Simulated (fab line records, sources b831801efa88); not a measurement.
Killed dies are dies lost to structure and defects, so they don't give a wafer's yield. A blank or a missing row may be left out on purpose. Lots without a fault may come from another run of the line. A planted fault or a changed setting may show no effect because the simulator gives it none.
fab line records | flow sfq_line
record lots=6 wafers=18 last_day=91
route steps=325 shown INCOMING@1 L0@3
lots that met no fault: from a run of the same line without faults
start_h: hours from the record's first day to the start of the lot's first wafer shown | wait_h: hours since the lot's step before | " the same as in the row above | L1.1+2: a row that stands for several wafers | - no value, or no start given | * or withheld: withheld | < > ~ a bound
route shown NAME@n: a module of which the file shows steps, and the number in the route of the first | usual: mean/standard deviation of fault-free wafers | same: alike in all rows | chamber/n: place in a boat | sites: the reading at each site | _std_site: their standard deviation | _edge_site: outer sites' mean less inner sites' | radius_mm: how far each site lies from the wafer's centre | mask NAME#n: copy n | behind: the tool/chamber that last shaped the wafer | hold: why the lot was held/for how many hours/how that ended | device: the transistor (n, p or np) that didn't switch | end of line: the same wafers' tests at the end of the route | a step without rows: its recipe alone | killed: dies lost to structure and defects at the first sort, not the wafer's yield | map: a wafer's dies, x killed, . not, _ none there
set.NAME: the setting as run; set.NAME@STEP: as run at that earlier step | model.NAME: the simulator's own value behind a step, which no gauge read
lots at some steps of the route; a table a step, a row a wafer
services: from which hour (start_h, from the record's first day; less than 0 if before it) a tool's chamber was out of use, for how many hours, and why
## steps
# step SFQ_INCOMING_BOW_MEAS_900
# recipe mode=bow
# usual INCOMING_BOW=0/6.6
# columns lot.wafer tool chamber start_h wait_h INCOMING_BOW[um]
L582.2 film_metro-02 - 15.02 - -2
L582.3 " - " " -4
L582.5 " - " " 2
L583.1 film_metro-01 - 20.00 - 2
L583.2 " - " " 7
L583.3 " - " " 2
L592.1 film_metro-01 - 65.00 - -11
L592.2 " - " " -4
L592.4 " - " " 2
L593.1 film_metro-03 - 70.00 - 13
L593.2 " - " " -4
L593.5 " - " " 3
L599.1 film_metro-02 - 100.00 - -12
L599.2 " - " " -8
L599.3 " - " " 2
L604.1 film_metro-02 - 125.00 - -1
L604.3 " - " " 7
L604.6 " - " " -9
# step SFQ_TRILAYER_INCOMING_OXIDATION_002
# recipe temp_c=1000 ambient=H2O target_thk_a=5000 p_h2o_torr=720 ox_time_s=4939
# step SFQ_TRILAYER_L0_DEP_SPUTTER_003
# recipe material=MoNx_KI base_pressure_pa=1.33e-06 target_thk_nm=40 power_w=800 time_s=100 chamber_pressure_pa=0.4
# usual cathode_dc_power_W=799.99/0.16 throttle_valve_pct=30.5/0.97
# columns lot.wafer tool chamber start_h wait_h cathode_dc_power_W throttle_valve_pct
L582.2 pvd_sputter-03 - 17.49 0.0 800.05 29.8
L582.3 " - " " 800.04 31.9
L582.5 " - " " 800.06 31.5
L583.1 pvd_sputter-06 - 22.49 0.0 800.15 29.0
L583.2 " - " " 800.21 29.9
L583.3 " - " " 799.94 30.5
L592.1 pvd_sputter-03 - 67.49 0.0 800.16 29.8
L592.2 " - " " 800.15 31.8
L592.4 " - " " 799.75 29.1
L593.1 pvd_sputter-03 - 72.49 0.0 799.98 30.0
L593.2 " - " " 799.96 31.9
L593.5 " - " " 799.98 29.8
L599.1 pvd_sputter-06 - 102.49 0.0 800.06 30.3
L599.2 " - " " 800.00 30.1
L599.3 " - " " 799.79 29.1
L604.1 pvd_sputter-03 - 127.49 0.0 800.25 29.6
L604.3 " - " " 799.96 31.5
L604.6 " - " " 800.02 29.2
# step SFQ_L0_RS_MEAS_901
# recipe thk_meas_gauge=four-point-probe reads=MoNx_KI_of_TRILAYER_L0_DEP_SPUTTER_003
# usual L0_MONX_KI_RS=43.5/0.49
# columns lot.wafer tool chamber start_h wait_h L0_MONX_KI_RS[ohm/sq]
L582.2 film_metro-02 - 17.58 0.1 43.3
L582.3 " - " " 43.8
L582.5 " - " " 43.9
L583.1 film_metro-04 - 22.56 0.0 44.2
L583.2 " - " " 44.1
L583.3 " - " " 43.9
L592.1 film_metro-03 - 67.56 0.0 43.0
L592.2 " - " " 43.0
L592.4 " - " " 43.1
L593.1 film_metro-02 - 72.56 0.0 43.8
L593.2 " - " " 43.2
L593.5 " - " " 43.3
L599.1 film_metro-02 - 102.56 0.0 43.7
L599.2 " - " " 43.3
L599.3 " - " " 43.8
L604.1 film_metro-02 - 127.56 0.0 43.0
L604.3 " - " " 42.8
L604.6 " - " " 42.5
# step SFQ_L0_THK_MEAS_902
# recipe thk_meas_gauge=xrf reads=MoNx_KI_of_TRILAYER_L0_DEP_SPUTTER_003
# usual L0_MONX_KI_THK=40.2/0.46
# columns lot.wafer tool chamber start_h wait_h L0_MONX_KI_THK[nm]
L582.2 film_metro-02 - 17.69 0.1 40.2
L582.3 " - " " 39.7
L582.5 " - " " 39.9
L583.1 film_metro-04 - 22.68 0.1 39.5
L583.2 " - " " 39.8
L583.3 " - " " 39.8
L592.1 film_metro-03 - 67.68 0.1 40.5
L592.2 " - " " 40.3
L592.4 " - " " 40.8
L593.1 film_metro-02 - 72.68 0.1 39.9
L593.2 " - " " 40.4
L593.5 " - " " 40.4
L599.1 film_metro-02 - 102.68 0.1 39.8
L599.2 " - " " 40.2
L599.3 " - " " 39.6
L604.1 film_metro-02 - 127.68 0.1 40.7
L604.3 " - " " 40.7
L604.6 " - " " 41.0
# step SFQ_TRILAYER_L0_LITHO_COAT_010
# recipe resist=BARC spin_rpm=3000 resist_thk_nm=62
# usual dispense_pressure_kPa=47/5.2 resist_line_temp_C=22.99/0.096
# columns lot.wafer tool chamber start_h wait_h dispense_pressure_kPa resist_line_temp_C model.BARC_of_TRILAYER_L0_LITHO_COAT_010.thk_nm
L582.2 litho_track-01 0 17.79 0.1 49 22.94 61.79
L582.3 " 0 " " 49 23.05 61.87
L582.5 " 0 " " 49 23.06 62
L583.1 litho_track-01 0 22.74 0.1 49 22.97 61.61
L583.2 " 0 " " 49 22.85 61.76
L583.3 " 0 " " 49 22.92 61.72
L592.1 litho_track-01 0 67.74 0.1 49 22.98 64.76
L592.2 " 0 " " 49 22.93 61.67
L592.4 " 0 " " 49 22.95 64.79
L593.1 litho_track-01 0 72.74 0.1 49 23.14 65.23
L593.2 " 0 " " 49 22.98 61.96
L593.5 " 0 " " 49 22.94 62.04
L599.1 litho_track-04 0 102.74 0.1 55 23.00 62.3
L599.2 " 0 " " 55 23.06 62.07
L599.3 " 0 " " 55 23.01 62.09
L604.1 litho_track-02 0 127.74 0.1 41 22.91 62.23
L604.3 " 0 " " 41 22.86 62.1
L604.6 " 0 " " 41 22.83 62.05
# step SFQ_TRILAYER_L0_LITHO_COAT_005
# recipe resist=KrF spin_rpm=3000 resist_thk_nm=600
# step SFQ_TRILAYER_L0_LITHO_SOFTBAKE_009
# recipe temp_c=withheld time_s=withheld resist=KrF
# step SFQ_TRILAYER_L0_LITHO_EXPOSE_006
# recipe mask_id=L0 na=0.6 source_shape=conventional sigma_outer=0.65 target_cd_nm=2000 dose_mj=14.4
# step SFQ_TRILAYER_L0_LITHO_PEB_008
# recipe peb_temp_c=115 peb_time_s=60 resist=KrF
# step SFQ_TRILAYER_L0_LITHO_DEVELOP_007
# recipe time_s=60 resist=KrF
# step SFQ_TRILAYER_L0_BARC_OPEN_METAL_ETCH_010
# recipe mask_material=PR chemistry=O2 target_depth_nm=125 target=BARC icp_w=600 bias_w=80 pressure_mtorr=10 time_s=41.7
# usual drypump_motor_current_A=6.1/0.45 oes_product_au=0.684/0.0044
# columns lot.wafer tool chamber start_h wait_h drypump_motor_current_A oes_product_au rf_hours_counter_h model.etch.depth_nm
L582.2 rie_metal-01 0 85.95 0.1 5.4 0.681 94 61.79
L582.3 " 0 " " 5.4 0.685 - 61.87
L582.5 " 0 " " 5.4 0.689 - 62
L583.1 rie_metal-02 0 89.55 0.1 6.1 0.684 5 61.61
L583.2 " 1 " " 5.6 0.678 112 61.76
L583.3 " 0 " " 6.1 0.678 - 61.72
L592.1 rie_metal-02 1 126.75 0.1 5.5 0.701 118 64.76
L592.2 " 0 " " 6.1 0.680 12 61.67
L592.4 " 0 " " 6.1 0.697 - 64.79
L593.1 rie_metal-04 0 127.95 0.1 6.4 0.699 108 65.23
L593.2 " 1 " " 6.6 0.685 117 61.96
L593.5 " 1 " " 6.6 0.681 - 62.04
L599.1 rie_metal-04 1 170.19 0.1 6.6 0.688 124 62.3
L599.2 " 0 " " 6.5 0.689 113 62.07
L599.3 " 0 " " 6.4 0.684 - 62.09
L604.1 rie_metal-04 1 208.79 0.1 6.6 0.687 127 62.23
L604.3 " 0 " " 6.4 0.689 - 62.1
L604.6 " 1 " " 6.6 0.686 - 62.05
# step SFQ_TRILAYER_L0_ETCH_METAL_ETCH_008
# recipe target=MoNx_KI stop_on=SiO2 mask_material=PR chemistry=SF6/O2 target_depth_nm=50 icp_w=600 bias_w=80 pressure_mtorr=10 time_s=25
# usual drypump_motor_current_A=6.1/0.45 oes_product_au=0.873/0.007
# columns lot.wafer tool chamber start_h wait_h drypump_motor_current_A oes_product_au rf_hours_counter_h
L582.2 rie_metal-01 0 86.01 0.0 5.4 0.873 94
L582.3 " 0 " " 5.4 0.877 -
L582.5 " 0 " " 5.3 0.863 -
L583.1 rie_metal-02 0 89.61 0.0 6.0 0.856 5
L583.2 " 1 " " 5.6 0.864 112
L583.3 " 0 " " 6.1 0.864 -
L592.1 rie_metal-02 1 126.81 0.0 5.5 0.875 118
L592.2 " 0 " " 6.0 0.874 12
L592.4 " 0 " " 6.0 0.881 -
L593.1 rie_metal-04 0 128.01 0.0 6.5 0.876 108
L593.2 " 1 " " 6.6 0.876 117
L593.5 " 1 " " 6.6 0.875 -
L599.1 rie_metal-04 1 170.25 0.0 6.6 0.873 124
L599.2 " 0 " " 6.4 0.878 113
L599.3 " 0 " " 6.5 0.874 -
L604.1 rie_metal-04 1 208.85 0.0 6.6 0.882 127
L604.3 " 0 " " 6.5 0.878 -
L604.6 " 1 " " 6.6 0.888 -
## services
# columns tool chamber start_h hours kind
pvd_sputter-06 - -2.46 1.8 repair
rie_metal-02 0 9.28 12.9 repair
rie_metal-02 0 46.38 - clean
rie_metal-02 0 46.38 - consumable_replace:focus_ring
rie_metal-02 0 46.38 19.0 scheduled_down
rie_metal-02 0 46.38 19.0 vent_cycle
rie_metal-01 1 52.72 - clean
rie_metal-01 1 52.72 - consumable_replace:focus_ring
rie_metal-01 1 52.72 20.0 scheduled_down
rie_metal-01 1 52.72 20.0 vent_cycle
rie_metal-01 - 54.87 4.3 pm
pvd_sputter-03 - 102.38 2.9 repair
pvd_sputter-06 - 121.06 3.0 repair
rie_metal-04 - 121.53 1.4 pm
rie_metal-02 - 127.45 1.4 pm
rie_metal-04 0 148.24 13.7 repair
rie_metal-04 1 179.79 14.2 repair
## key
first_sign step=SFQ_TRILAYER_L0_BARC_OPEN_METAL_ETCH_010 reading=oes_product_au direction=up sigmas=3.3 usual=0.684 struck=0.699
effect none on later readings
model_effect step=SFQ_TRILAYER_L0_LITHO_COAT_010 value=BARC_of_TRILAYER_L0_LITHO_COAT_010.thk_nm without=61.91 struck=64.92
model_effect step=SFQ_TRILAYER_L0_BARC_OPEN_METAL_ETCH_010 value=etch.depth_nm without=61.91 struck=64.92
met_at SFQ_TRILAYER_L0_LITHO_COAT_010
struck_wafers L592.1,L592.4,L593.1
onset_between 22.74 67.74
fault kind=process_parameter_drift tool=litho_track-01 chamber=- onset_h=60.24 steps=SFQ_TRILAYER_L0_LITHO_COAT_010 channel=resist_thk_nm offset=3.023 shape=step end_h=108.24 scope=struck_wafers_only acts_in=these_recipes_only stated=62
